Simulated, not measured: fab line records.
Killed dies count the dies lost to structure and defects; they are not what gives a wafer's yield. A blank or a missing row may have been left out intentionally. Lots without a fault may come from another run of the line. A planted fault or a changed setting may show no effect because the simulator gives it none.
Which tool did it? ; flow sky130 ; 42 wafers from 14 lots sampled at 2 of the route's 708 steps

## WHAT THE GAUGES SHOWED, per wafer
No reading from a measuring or inspecting step in the record can be judged against a usual standard deviation.

## TOOL THAT RAN EACH LOT (tool first, then ch and the chambers of the sampled wafers, then the start)
lot;SKY_CONTACT_SPUTTER_23;SKY_PAD_OPEN_PROBE_99
L431;pvd-sputter-02, day 31 21:38;-
L433;pvd-sputter-02, day 32 09:07;-
L437;pvd-sputter-02, day 33 21:47;prober-02, day 47 15:59
L438;pvd-sputter-04, day 34 00:22;prober-01, day 47 17:49
L445;pvd-sputter-02, day 36 01:54;-
L446;pvd-sputter-04, day 36 11:56;-
L447;pvd-sputter-02, day 36 21:56;prober-02, day 49 15:59
L448;pvd-sputter-03, day 37 04:18;prober-01, day 49 22:24
L449;pvd-sputter-03, day 37 14:13;prober-02, day 50 06:04
L450;pvd-sputter-04, day 37 18:07;prober-01, day 50 07:31
L451;pvd-sputter-04, day 37 23:07;-
L452;pvd-sputter-04, day 38 06:02;prober-01, day 50 12:20
L453;pvd-sputter-03, day 38 18:40;-
L454;pvd-sputter-03, day 38 19:44;-
- SKY_CONTACT_SPUTTER_23: material TiN, target thk 20 nm, time 80 s.
- SKY_PAD_OPEN_PROBE_99

## AS READ BY THE TOOLS THEMSELVES (means over the sampled wafers that have a number; for cases with no such wafer, the mark the record gives instead)
SKY_CONTACT_SPUTTER_23.
lot;tool;cathode-dc-power-W (W);chamber-pressure-pa (Pa);throttle-valve-pct (%)
L431;pvd-sputter-02;3999.9;4.998;28.6
L433;pvd-sputter-02;4001.4;5.003;29.4
L437;pvd-sputter-02;-;-;-
L438;pvd-sputter-04;-;-;-
L445;pvd-sputter-02;3999.7;5.010;29.3
L446;pvd-sputter-04;4000.3;4.998;30.8
L447;pvd-sputter-02;4000.1;4.998;30.8
L448;pvd-sputter-03;4000.1;4.997;29.7
L449;pvd-sputter-03;4000.3;4.998;29.6
L450;pvd-sputter-04;3999.3;4.993;31.5
L451;pvd-sputter-04;4000.3;5.002;31.2
L452;pvd-sputter-04;3999.9;5.003;30.3
L453;pvd-sputter-03;3999.5;4.995;29.7
L454;pvd-sputter-03;4000.5;5.005;30.4

SKY_PAD_OPEN_PROBE_99.
lot;tool;killed_at_M0_to_M3;killed_at_M4_up;killed-at-contacts;killed-at-front-end;killed-at-other;killed-dies;killed-on-rim;killed-open;killed-short
L437;prober-02;41;3.0;433;15;0.3;492;96;42;40
L438;prober-01;41;3.3;432;14;1.3;492;96;46;41
L447;prober-02;40;4.3;21;17;0.0;82;13;44;38
L448;prober-01;36;3.7;25;18;0.0;82;17;47;35
L449;prober-02;44;6.0;25;18;0.3;93;17;47;46
L450;prober-01;46;3.0;19;12;0.3;80;18;39;41
L452;prober-01;39;3.3;20;13;0.0;76;15;44;32

## THE ANSWER, worked out from the rows above alone
Rule: usual is defined by the lots themselves. The widest of any qualifying gaps counts: lots, ordered by their means at a reading, are off when they make up no more than a third of the lots, leave a main group of 4 or more, and stand apart from it by 3 or more times the standard deviation of that group's means. The tables above print the reading to a certain number of digits; a main group whose means all agree to those digits is not used. Also off: a lot with no number at a reading for which 4 or more lots have one. Where the step has rows for the other lots, those lots are counted as sound. Order of review: gauges by route order, followed by the tools' own readings, for which a lot's mean as printed above is used. The first step at which some lot is off is used, and at that step the reading that is off furthest; a lot without a number counts as furthest.
Off: L437, L438 (SKY_CONTACT_SPUTTER_23, cathode-dc-power-W). Without a number there: L437, L438. The main group has a mean of 4000.1 W with a standard deviation of 0.52.
A tool fits if, at that step or a process step before it, it ran every lot that is off, and no sound lot after the first of them. Not one of the candidates tried fits.

## WHAT THE SIMULATOR HAD INSERTED
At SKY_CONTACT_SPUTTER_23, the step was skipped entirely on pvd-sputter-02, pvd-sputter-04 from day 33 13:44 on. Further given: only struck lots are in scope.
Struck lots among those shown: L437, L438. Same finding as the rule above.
